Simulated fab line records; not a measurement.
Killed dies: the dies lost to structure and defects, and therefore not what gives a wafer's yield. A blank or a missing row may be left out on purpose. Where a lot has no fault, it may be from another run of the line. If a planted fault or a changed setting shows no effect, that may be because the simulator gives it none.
Which tool is to blame? ; flow gf180mcu ; Sampling: 13 lots, 39 wafers, 6 of 602 route steps

WHAT EACH GAUGE READ, for each wafer
GF_STI_CD_MEAS_12: the cd target is 220 nm. Usual: 219.8 nm for cd-nm, sd 1.2.
lot;measured;on;cd-nm (nm);flag
L249;day 2 05:57;cd-sem-01;219.6 220.2 220.8;
L250;day 2 11:06;cd-sem-01;220.3 222.0 221.4;
L251;day 2 16:49;cd-sem-02;219.8 218.7 219.1;
L252;day 2 22:29;cd-sem-02;218.6 218.8 220.0;
L257;day 4 00:37;cd-sem-01;220.0 221.1 221.1;
L258;day 4 04:41;cd-sem-02;220.8 220.4 221.2;
L259;day 4 11:24;cd-sem-01;218.0 218.0 220.0;
L260;day 4 17:38;cd-sem-01;218.9 219.1 218.7;
L261;day 4 20:06;cd-sem-02;219.8 219.2 218.5;
L262;day 5 01:55;cd-sem-02;219.7 217.5 218.8;
L264;day 5 11:17;cd-sem-02;219.5 221.0 220.1;
L265;day 5 16:51;cd-sem-01;221.0 220.8 219.7;
L270;day 6 23:46;cd-sem-02;218.2 219.2 219.3;

GF_MVSD_TW_MEAS_11. Usual: MVSD_TW 1593, standard deviation 9.
lot;measured;on;MVSD_TW;flag
L249;day 4 18:25;film-metro-03;1596 1595 1585;
L250;day 4 21:32;film-metro-04;1608 1594 1599;
L251;day 5 05:32;film-metro-04;1602 1611 1595;
L252;day 5 10:44;film-metro-04;1596 1598 1593;
L257;day 6 15:23;film-metro-04;1595 1602 1607;
L258;day 6 23:21;film-metro-04;1609 1601 1601;
L259;day 7 03:52;film-metro-03;1582 1585 1575;
L260;day 7 10:05;film-metro-02;1582 1584 1583;
L261;day 7 12:23;film-metro-02;1581 1579 1580;
L262;day 7 19:47;film-metro-02;1592 1588 1584;
L264;day 8 04:26;film-metro-02;1603 1615 1607;
L265;day 8 11:05;film-metro-04;30 30 30;OFF
L270;day 10 02:02;film-metro-04;1586 1586 1597;

GF_V1_THK_MEAS_03. Usual: V1_CVD_02_THK 851 nm, standard deviation 12.
lot;measured;on;V1_CVD_02_THK (nm);flag
L249;day 17 15:55;film-metro-01;852 858 869;
L250;day 17 19:58;film-metro-01;835 847 866;
L251;day 18 05:04;film-metro-01;857 864 865;
L252;day 18 17:44;film-metro-01;853 857 859;
L257;day 20 10:59;film-metro-02;849 854 868;
L258;day 21 05:10;film-metro-01;862 857 861;
L259;day 21 11:41;film-metro-01;840 853 857;
L260;day 21 19:40;film-metro-03;830 828 824;
L261;day 22 02:19;film-metro-02;841 845 860;
L262;day 22 12:58;film-metro-01;850 837 869;
L264;day 23 00:31;film-metro-01;828 831 845;
L265;day 23 10:25;film-metro-01;841 856 869;
L270;day 25 08:33;film-metro-03;840 854 843;

GF_M2_RS_MEAS_05: the measuring method here is four-point-probe. Usual: M2_ALCU_RS 0.0694 ohm/sq, standard deviation 0.00083.
lot;measured;on;M2_ALCU_RS (ohm/sq);flag
L249;day 18 17:32;film-metro-03;0.0703 0.0696 0.0715;
L250;day 18 22:07;film-metro-03;0.0704 0.0710 0.0698;
L251;day 19 06:26;film-metro-03;0.0692 0.0696 0.0697;
L252;day 19 19:58;film-metro-04;0.0706 0.0703 0.0713;
L257;day 21 13:08;film-metro-01;0.0702 0.0704 0.0694;
L258;day 22 06:20;film-metro-01;0.0702 0.0705 0.0697;
L259;day 22 13:48;film-metro-01;0.0687 0.0685 0.0680;
L260;day 22 21:20;film-metro-01;0.0688 0.0697 0.0690;
L261;day 23 03:44;film-metro-03;0.0701 0.0699 0.0699;
L262;day 23 13:59;film-metro-01;0.0698 0.0696 0.0693;
L264;day 24 01:22;film-metro-03;0.0688 0.0686 0.0686;
L265;day 24 10:46;film-metro-01;0.0713 0.0699 0.0702;
L270;day 26 07:55;film-metro-01;0.0684 0.0677 0.0687;

TOOL THAT RAN EACH LOT (tool first, then ch and the chambers of the sampled wafers, then the start)
lot;GF_LVPWELL_STRIP_10;GF_MVSD_STRIP_10
L249;plasma-asher-02 ch 0,1, day 4 03:46;plasma-asher-03 ch 0,1, day 4 18:19
L250;plasma-asher-04 ch 0,1, day 4 07:07;plasma-asher-01 ch 0,1, day 4 21:25
L251;plasma-asher-03 ch 0,1, day 4 15:09;plasma-asher-01 ch 0,1, day 5 05:27
L252;plasma-asher-04 ch 0,1, day 4 20:03;plasma-asher-02 ch 0,1, day 5 10:38
L257;plasma-asher-02 ch 0,1, day 6 00:30;plasma-asher-03 ch 0,1, day 6 15:18
L258;plasma-asher-04 ch 0,1, day 6 08:28;plasma-asher-01 ch 0,1, day 6 23:15
L259;plasma-asher-04 ch 0,1, day 6 12:16;plasma-asher-01 ch 0,1, day 7 03:46
L260;plasma-asher-03 ch 0,1, day 6 17:33;plasma-asher-03 ch 0,1, day 7 09:59
L261;plasma-asher-02 ch 1, day 6 20:36;plasma-asher-02 ch 0,1, day 7 12:17
L262;plasma-asher-03 ch 0,1, day 7 04:07;plasma-asher-01 ch 0,1, day 7 19:40
L264;plasma-asher-03 ch 0,1, day 7 11:56;plasma-asher-02 ch 0,1, day 8 04:20
L265;plasma-asher-04 ch 0,1, day 7 18:25;plasma-asher-03 ch 0,1, day 8 10:59
L270;plasma-asher-03 ch 0,1, day 9 07:48;plasma-asher-03 ch 0, day 10 01:56
- GF_LVPWELL_STRIP_10: strips in O2/N2.
- GF_MVSD_STRIP_10: strips in O2/N2.

WHAT THE TOOLS THEMSELVES READ (means of the sampled wafers that have a number; where no wafer has one, the mark that the record gives instead)
GF_LVPWELL_STRIP_10. Usual: drypump-motor-current-A 5.7 A, standard deviation 0.45; heater-power-w 322 W, standard deviation 31; n2-flow-sccm 299.8 sccm, standard deviation 0.86; oes-product-au 0.723 a.u., standard deviation 0.0052; strip-time-to-endpoint-s 36.96 s, standard deviation 0.11.
lot;tool;drypump-motor-current-A (A);heater-power-w (W);n2-flow-sccm (sccm);oes-product-au (a.u.);strip-time-to-endpoint-s (s);flag
L249;plasma-asher-02;5.2;331;299.4;0.724;36.91;
L250;plasma-asher-04;6.0;330;300.6;0.720;37.17;
L251;plasma-asher-03;6.0;291;299.5;0.728;37.02;
L252;plasma-asher-04;5.7;340;300.6;0.727;37.03;
L257;plasma-asher-02;5.1;352;299.7;0.717;37.01;
L258;plasma-asher-04;5.9;327;299.8;0.718;36.99;
L259;plasma-asher-04;5.7;338;299.0;0.721;36.98;
L260;plasma-asher-03;6.0;287;299.8;0.719;36.90;
L261;plasma-asher-02;5.0;361;301.0;0.724;36.81;
L262;plasma-asher-03;6.0;288;299.5;0.724;37.15;
L264;plasma-asher-03;6.0;288;300.5;0.725;36.79;
L265;plasma-asher-04;5.9;325;300.3;0.937;-;OFF
L270;plasma-asher-03;5.9;310;299.2;0.723;36.93;

GF_MVSD_STRIP_10. Usual: drypump-motor-current-A 5.7 A, standard deviation 0.37; heater-power-w 325 W, standard deviation 29; n2-flow-sccm 299.9 sccm, standard deviation 0.92; oes-product-au 0.723 a.u., standard deviation 0.0044; strip-time-to-endpoint-s 36.92 s, standard deviation 0.076.
lot;tool;drypump-motor-current-A (A);heater-power-w (W);n2-flow-sccm (sccm);oes-product-au (a.u.);strip-time-to-endpoint-s (s);flag
L249;plasma-asher-03;5.9;307;300.1;0.721;36.84;
L250;plasma-asher-01;5.9;331;300.1;0.721;36.90;
L251;plasma-asher-01;5.8;332;299.4;0.727;36.88;
L252;plasma-asher-02;5.1;352;300.0;0.725;36.87;
L257;plasma-asher-03;6.0;289;299.2;0.722;36.98;
L258;plasma-asher-01;5.8;333;300.4;0.720;36.84;
L259;plasma-asher-01;5.8;332;299.9;0.725;36.95;
L260;plasma-asher-03;5.9;308;300.2;0.720;36.98;
L261;plasma-asher-02;5.1;352;300.2;0.725;36.94;
L262;plasma-asher-01;5.8;335;300.6;0.726;36.84;
L264;plasma-asher-02;5.1;347;299.8;0.725;36.97;
L265;plasma-asher-03;6.0;288;301.0;0.722;56.96;OFF
L270;plasma-asher-03;6.1;271;300.1;0.719;36.95;

THE ANSWER, worked out from the rows above alone
Rule: a lot counts as off when the mean over its wafers that have a number is more than 3 standard deviations away from the usual mean. A lot without any number at a reading at which 4 lots or more have one is off too. Where the step has rows for the other lots, those lots are counted as sound. Order of review: gauges by route order, followed by the tools' own readings, for which a lot's mean as printed above is used. At the first step where some lot is off, the reading lying furthest off is the one used; lots without a number count as furthest.
Off: at GF_MVSD_TW_MEAS_11 (MVSD_TW), L265.
If a tool, at a process step before that reading, ran all the lots that are off and no sound lot after the first of them, it fits. The gauges at GF_MVSD_TW_MEAS_11 aren't tried: what is off there is off at GF_LVPWELL_STRIP_10 too, on other tools, and a gauge's error can't cause that. One fits: GF_LVPWELL_STRIP_10 on plasma-asher-04. Its last sound lot is L259 (day 6 12:16), its first lot that is off L265 (day 7 18:25): a fault that began between those two fits.
On the lots that are off, the tool's own readings at GF_LVPWELL_STRIP_10 differ by more than 5 times the standard deviation of the sound lots' means, which bears it out; oes-product-au reads 0.937 a.u. there versus 0.722 a.u. on the sound lots.
Blank at GF_LVPWELL_STRIP_10 on the lots that are off, where sound lots have numbers: strip-time-to-endpoint-s.

WHAT THE SIMULATOR PUT IN
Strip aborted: plasma-asher-04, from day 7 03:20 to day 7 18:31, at GF_LVPWELL_STRIP_10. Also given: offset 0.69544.
Struck lots among those shown: L265. The same result came from the rule above.
